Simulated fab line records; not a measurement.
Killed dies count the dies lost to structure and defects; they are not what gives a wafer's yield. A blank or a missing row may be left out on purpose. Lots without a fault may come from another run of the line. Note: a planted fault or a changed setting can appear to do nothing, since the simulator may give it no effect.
Shared-tool check | flow sky130 | Sampled: 15 lots, 45 wafers

## WHY IT WAS OPENED
At SKY_SONOS_TUNNEL_TW_MEAS_12 the reading SONOS_TUNNEL_TW is flagged on 3 of 15 lots. No-fault wafers: 197.9, standard deviation 0.88.
Rule: a lot is flagged when every wafer of it that has a number lies more than 4 standard deviations from that mean, or none has a number. The other lots count as sound.

lot  | measured     | on            | SONOS_TUNNEL_TW, wafer by wafer | flag
L530 | day 11 15:02 | film-metro-02 | 198.3 199.3 198.9               |
L532 | day 12 07:02 | film-metro-02 | 197.4 197.2 197.9               |
L533 | day 12 12:57 | film-metro-04 | 197.3 197.6 198.2               |
L534 | day 13 00:45 | film-metro-02 | 198.3 197.3 197.5               |
L535 | day 13 08:25 | film-metro-02 | 197.3 197.3 197.0               |
L541 | day 15 15:16 | film-metro-03 | 29.9 29.8 30.0                  | FLAGGED
L542 | day 15 17:10 | film-metro-04 | 30.1 30.2 30.2                  | FLAGGED
L543 | day 15 20:53 | film-metro-02 | 30.0 29.9 29.9                  | FLAGGED
L547 | day 17 06:13 | film-metro-02 | 198.9 197.9 198.6               |
L548 | day 17 15:43 | film-metro-04 | 197.1 198.1 197.3               |
L549 | day 17 19:27 | film-metro-03 | 198.3 198.4 198.9               |
L550 | day 18 11:22 | film-metro-02 | 197.5 197.5 196.6               |
L551 | day 18 20:57 | film-metro-04 | 199.3 198.5 198.8               |
L552 | day 18 23:46 | film-metro-03 | 197.9 198.6 198.3               |
L553 | day 19 10:52 | film-metro-02 | 199.1 198.7 198.8               |
On average the flagged lots read 30.0, which is -167.9 against the usual, or -99 or more standard deviations.

## WHICH TOOL EACH LOT WENT THROUGH
The record keeps 1 process step preceding the reading, out of 708 steps on the route. Read each cell as the tool, then ch plus the chambers that the sampled wafers visited, then the start.
lot  | flag    | SKY_VT_ADJUST_PCH_STRIP_09
L530 |         | plasma-asher-03 ch 0,1, day 10 14:14
L532 |         | plasma-asher-01 ch 0,1, day 11 06:38
L533 |         | plasma-asher-01 ch 0,1, day 11 12:08
L534 |         | plasma-asher-01 ch 0,1, day 11 22:55
L535 |         | plasma-asher-02 ch 0,1, day 12 06:11
L541 | FLAGGED | plasma-asher-01 ch 0,1, day 14 10:47
L542 | FLAGGED | plasma-asher-02 ch 0,1, day 14 12:41
L543 | FLAGGED | plasma-asher-01 ch 0,1, day 14 16:59
L547 |         | plasma-asher-02 ch 0,1, day 16 00:47
L548 |         | plasma-asher-02 ch 0,1, day 16 09:25
L549 |         | plasma-asher-03 ch 0,1, day 16 13:40
L550 |         | plasma-asher-02 ch 0,1, day 17 05:22
L551 |         | plasma-asher-03 ch 0,1, day 17 14:20
L552 |         | plasma-asher-03 ch 0,1, day 17 16:14
L553 |         | plasma-asher-02 ch 0,1, day 18 02:32
What these steps do:
- SKY_VT_ADJUST_PCH_STRIP_09: strips in O2/N2.
- SKY_SONOS_TUNNEL_TW_MEAS_12

## FLAGGED AGAINST TOTAL, ONE TOOL AT A TIME (gauges that did the reading follow at the end)
step                        | tool            | lots run | flagged | share of the flagged lots | sound lots run after its first flagged lot
SKY_VT_ADJUST_PCH_STRIP_09  | plasma-asher-01 | 5        | 2       | some                      | 0
SKY_VT_ADJUST_PCH_STRIP_09  | plasma-asher-02 | 6        | 1       | some                      | 4 (L547,L548,L550,L553)
SKY_VT_ADJUST_PCH_STRIP_09  | plasma-asher-03 | 4        | 0       | none                      | -
SKY_SONOS_TUNNEL_TW_MEAS_12 | film-metro-02   | 8        | 1       | some                      | 3 (L547,L550,L553)
SKY_SONOS_TUNNEL_TW_MEAS_12 | film-metro-03   | 3        | 1       | some                      | 2 (L549,L552)
SKY_SONOS_TUNNEL_TW_MEAS_12 | film-metro-04   | 4        | 1       | some                      | 2 (L548,L551)

## WHAT THE TABLE PERMITS
No row of the table ran every flagged lot.

## WHAT THE SIMULATOR HAD PUT IN
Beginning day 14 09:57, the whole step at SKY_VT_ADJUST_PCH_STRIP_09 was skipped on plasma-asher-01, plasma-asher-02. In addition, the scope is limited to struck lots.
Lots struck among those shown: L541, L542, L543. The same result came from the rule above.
